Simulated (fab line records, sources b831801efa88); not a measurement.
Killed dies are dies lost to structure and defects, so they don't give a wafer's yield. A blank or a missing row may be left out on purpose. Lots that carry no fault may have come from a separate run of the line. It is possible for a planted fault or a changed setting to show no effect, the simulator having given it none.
Struck lot and sound lot, side by side ; flow sky130 ; 14 out of 708 route steps
Sound: the wafers L521.2, L521.3, L521.4. Struck: wafers L520.1, L520.2, L520.5. Last of all comes the cause.
Per side, at each step with rows, come the tool, then ch with its chambers, and then its first start. Under that, the readings that differ: sound wafers ; struck wafers ; difference of the means ; sigmas: that difference in standard deviations of wafers without a fault.
alike: same words and numbers on both sides, and readings whose means sit less than 2 such deviations apart. not compared: any withheld reading, any reading some wafer has no value for, any bound like >300 that may hide the same value, and any number with overlapping values for which the record gives no deviation.
Wherever a step has rows on one side only, a row that says differs or no value, or a row with sigmas, the two part there. Numbers that have no deviation but don't overlap get no sigmas and don't part them. A reading that every wafer of one side lacks parts them only if that side has two wafers or more.

first, 5 steps without rows for these wafers: SKY_FIELD_ISO_WET_ETCH_18 (etches Si3N4 in H3PO4, target depth 25 nm, time 286 s); SKY_FIELD_ISO_CLEAN_19 (cleans in SC1/SC2, time 150 s); SKY_FIELD_ISO_CLEAN_20 (cleans in dHF, time 20 s); SKY_FIELD_ISO_WET_ETCH_21 (etches SiO2 in dHF, target depth 20 nm, time 400 s); SKY_FIELD_ISO_OXIDATION_22 (stabilise 600 s, purge 300 s, target thk 10 nm).
SKY_FIELD_ISO_THK_MEAS_23:
  sound on filmMetro-02, day 5 18:48; struck on filmMetro-04, day 5 14:32
  alike: FIELD_ISO_OXIDATION_01_THK
then, 1 step without rows for these wafers: SKY_FIELD_ISO_CVD_24 (deposits SiO2, target thk 595 nm, time 99.2 s).
SKY_FIELD_ISO_THK_MEAS_25:
  sound on filmMetro-04, day 5 18:56; struck on filmMetro-03, day 5 14:40
  alike: FIELD_ISO_CVD_24_THK
then, 1 step without rows for these wafers: SKY_FIELD_ISO_ANNEAL_26 (time 1800 s).
SKY_FIELD_ISO_CMP_27: polishes, stops on Si3N4, t overpolish 16 s, target thk 457.8 nm.
  sound on cmp-02 ch 1,2,3, day 5 21:32; struck on cmp-02 ch 0,1,3, day 5 16:16
  alike: motorCurrentA, overpolishRunS, platenRpm, timeToEndpointS
then, 2 steps without rows for these wafers: SKY_FIELD_ISO_WET_ETCH_28 (etches SiO2 in dHF, target depth 23.7 nm, time 47 s); SKY_FIELD_ISO_WET_ETCH_29 (etches Si3N4 in H3PO4, target depth 160 nm, time 1825 s).
SKY_FIELD_ISO_WET_ETCH_30: etches SiO2 in dHF, target depth 25 nm, time 50 s.
  sound on wetBench-04 ch 2, day 5 22:20; struck on wetBench-02 ch 1, day 5 17:04
  no value came back on the struck wafers for bathHeatDutyPct (%), runLengthS (s); on the sound wafers bathHeatDutyPct (%) reads 5.9 6.7 6.7
reading;sound;struck;difference;sigmas
model.SiO2_of_FIELD_ISO_CVD_24.thkNm (nm);404.7 403.9 404.4;433 432.6 432.9;+28;
model.SiO2_of_FIELD_ISO_OXIDATION_01.thkNm (nm);0 0 0;12.36 12.24 12.23;+12.28;
-- the record jumps here: 44 days lie between the struck wafers' starts before and after (it left off in module FIELD_ISO and takes up again in module PAD_OPEN, whose first step shown is number 708 of the route) --
SKY_PAD_OPEN_PROBE_99:
  sound on prober-02, day 49 12:20; struck on prober-01, day 49 11:23
reading;sound;struck;difference;sigmas
hold;- - -;awaitDispo/3.1h/scrap awaitDispo/3.1h/scrap awaitDispo/3.1h/scrap;no value on the sound wafers;
model.etest.res_p_drift_20v.lineOhmUm;1.052e+04 1.048e+04 1.016e+04;1.749e+04 1.754e+04 1.796e+04;+7.277e+03;
model.etest.res_p_drift_20v.rsOhmSq;8811 8722 8596;1.458e+04 1.442e+04 1.475e+04;+5.874e+03;
model.etest.pfet_16v.rOnOhmUm;1.506e+04 1.491e+04 1.481e+04;1.702e+04 1.724e+04 1.738e+04;+2.287e+03;
model.etest.resIsoPwell.rsOhmSq;2812 2744 2679;3958 3920 4020;+1221;
model.etest.resIsoPwell.lineOhmUm;1041 1027 996.2;1491 1503 1529;+486;
model.etest.tipP.rsOhmSq;6890 6933 6888;7259 7290 7300;+379;
model.etest.pfet_01v8.rOnOhmUm;2940 2931 2910;3061 3184 3114;+193;
model.etest.sonosErased.driveUaUm;192.4 199.4 215.1;20.38 21.55 20.2;-181.59;

## WHERE THEY PART
Earliest at SKY_FIELD_ISO_WET_ETCH_30; latest, in this record, at SKY_PAD_OPEN_PROBE_99.

WHY: what the simulator had put in
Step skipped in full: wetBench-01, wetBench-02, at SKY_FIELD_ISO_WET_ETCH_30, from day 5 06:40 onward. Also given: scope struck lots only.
